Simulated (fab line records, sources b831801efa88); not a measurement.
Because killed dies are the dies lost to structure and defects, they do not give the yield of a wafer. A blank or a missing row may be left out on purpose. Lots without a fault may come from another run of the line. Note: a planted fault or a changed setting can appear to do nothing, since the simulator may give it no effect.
Struck lot and sound lot, side by side -- flow sky130 -- 39 steps out of a route of 708
Sound: the wafers L863.4, L863.5, L863.6. Wafers L872.3, L872.4, L872.5 were the ones struck. The cause is named last.
Per side, at each step with rows, come the tool, then ch with its chambers, and then its first start. Under that, the readings that differ: sound wafers -- struck wafers -- difference of the means -- sigmas: that difference in standard deviations of wafers without a fault.
alike: readings whose means differ by less than 2 such deviations, and words and numbers that are the same on both sides. not compared: withheld readings, readings that some wafer has no value for, bounds like >300 that may hide the same value, and numbers for which the record gives no deviation and whose values overlap.
The two part at a step that has a row with sigmas, a row that says differs or no value, or rows on one side only. Non-overlapping numbers with no deviation appear without sigmas and do not part them. A reading missing from all wafers of one side parts the sides only when that side holds two or more wafers.

first, 10 steps without rows for these wafers: SKY_METAL5_SPUTTER_03 (material Ti, target thk 5 nm, time 3.3 s); SKY_METAL5_SPUTTER_04 (material TiN, target thk 70 nm, time 58.3 s); SKY_METAL5_DEHYDRATE_07 (time 60 s); SKY_METAL5_HMDS_08 (prime time 60 s); SKY_METAL5_COAT_09 (resist thk 1800 nm); SKY_METAL5_SOFTBAKE_10 (time 60 s); SKY_METAL5_EXPOSE_11 (exposes mask MM5, target cd 1600 nm); SKY_METAL5_PEB_12; SKY_METAL5_DEVELOP_13 (develop time 60 s); SKY_METAL5_DESCUM_14 (chemistry O2, time 11 s).
SKY_METAL5_METAL_ETCH_15: etches the open film in Cl2/BCl3, stops on SiO2, target depth 1260 nm, time 252 s.
  sound on rieMetal-04 ch 1, day 46 11:39; struck on rieMetal-04 ch 0,1, day 48 11:46
  alike: drypumpMotorCurrentA, heBacksideLeakSccm, oesProductAu, throttleValvePct
  not compared: rfHoursCounterH
then, 27 steps without rows for these wafers: SKY_METAL5_STRIP_16 (strips in O2/N2); SKY_METAL5_STRIP_17 (strips in post etch residue remover, time 1200 s); SKY_METAL5_CLEAN_18 (cleans in IPA, time 180 s); SKY_METAL5_CLEAN_19 (cleans in O3/DIW); SKY_PASSIVATION_CVD_00 (deposits SiO2, target thk 90 nm); SKY_PASSIVATION_CVD_02 (deposits Si3N4, target thk 540 nm); SKY_PASSIVATION_DEHYDRATE_04 (time 60 s); SKY_PASSIVATION_HMDS_05 (prime time 60 s); SKY_PASSIVATION_COAT_06 (resist thk 3000 nm); SKY_PASSIVATION_SOFTBAKE_07; SKY_PASSIVATION_EXPOSE_08 (exposes mask NSM, target cd 3000 nm); SKY_PASSIVATION_PEB_09; SKY_PASSIVATION_DEVELOP_10 (develop time 60 s); SKY_PASSIVATION_ETCH_11 (etches the open film in CF4/O2, stops on AlCu, target depth 725 nm, time 163.9 s); SKY_PASSIVATION_STRIP_12 (strips in O2/N2); SKY_PAD_OPEN_DEHYDRATE_00 (time 60 s); SKY_PAD_OPEN_HMDS_01 (prime time 60 s); SKY_PAD_OPEN_COAT_02 (resist thk 3000 nm); SKY_PAD_OPEN_SOFTBAKE_03; SKY_PAD_OPEN_EXPOSE_04 (exposes mask PDM, target cd 60000 nm); SKY_PAD_OPEN_PEB_05; SKY_PAD_OPEN_DEVELOP_06 (develop time 60 s); SKY_PAD_OPEN_ETCH_07 (etches the open film in CF4/O2, stops on AlCu, target depth 725 nm, time 161.1 s); SKY_PAD_OPEN_STRIP_08 (strips in O2/N2); SKY_PAD_OPEN_STRIP_09 (strips in post etch residue remover, time 1200 s); SKY_PAD_OPEN_CLEAN_10 (cleans in IPA, time 180 s); SKY_PAD_OPEN_CLEAN_11 (cleans in O3/DIW).
SKY_PAD_OPEN_PROBE_99:
  sound on prober-02 at day 48 07:01; struck on prober-01 at day 50 02:44
reading,sound,struck,difference,sigmas
defectLimitedYield (%),82.7 80.5 80.9,74.4 77.8 75.8,-5.4,-3
killed_at_M4_up,3 5 6,53 35 38,+37,+23
killedDies,85 96 94,126 109 119,+26,+3
sort_bin_5_function (%),10.6 14.2 12.6,16.3 15.0 15.2,+3.0,+2
sortNPass,407 396 398,366 383 373,-26,-3
sortYieldPct (%),82.7 80.5 80.9,74.4 77.8 75.8,-5.4,-3
model.etest.tester.sortNPass,407 396 398,366 383 373,-26,
model.etest.tester.sortYieldPct (%),82.72 80.49 80.89,74.39 77.85 75.81,-5.35,
model.etest.tester.sort_bin_5_pct (%),10.57 14.23 12.6,16.26 15.04 15.24,+3.05,
  alike: killed_at_M0_to_M3, killedAtContacts, killedAtFrontEnd, killedAtOther, killedOpen, killedShort, sort_bin_3_pad_short, sort_bin_6_memory
  not compared: model.etest.tester.sort_bin_3_pct

WHERE THEY PART
SKY_PAD_OPEN_PROBE_99 only, going by this record.

WHY: the cause the simulator had injected
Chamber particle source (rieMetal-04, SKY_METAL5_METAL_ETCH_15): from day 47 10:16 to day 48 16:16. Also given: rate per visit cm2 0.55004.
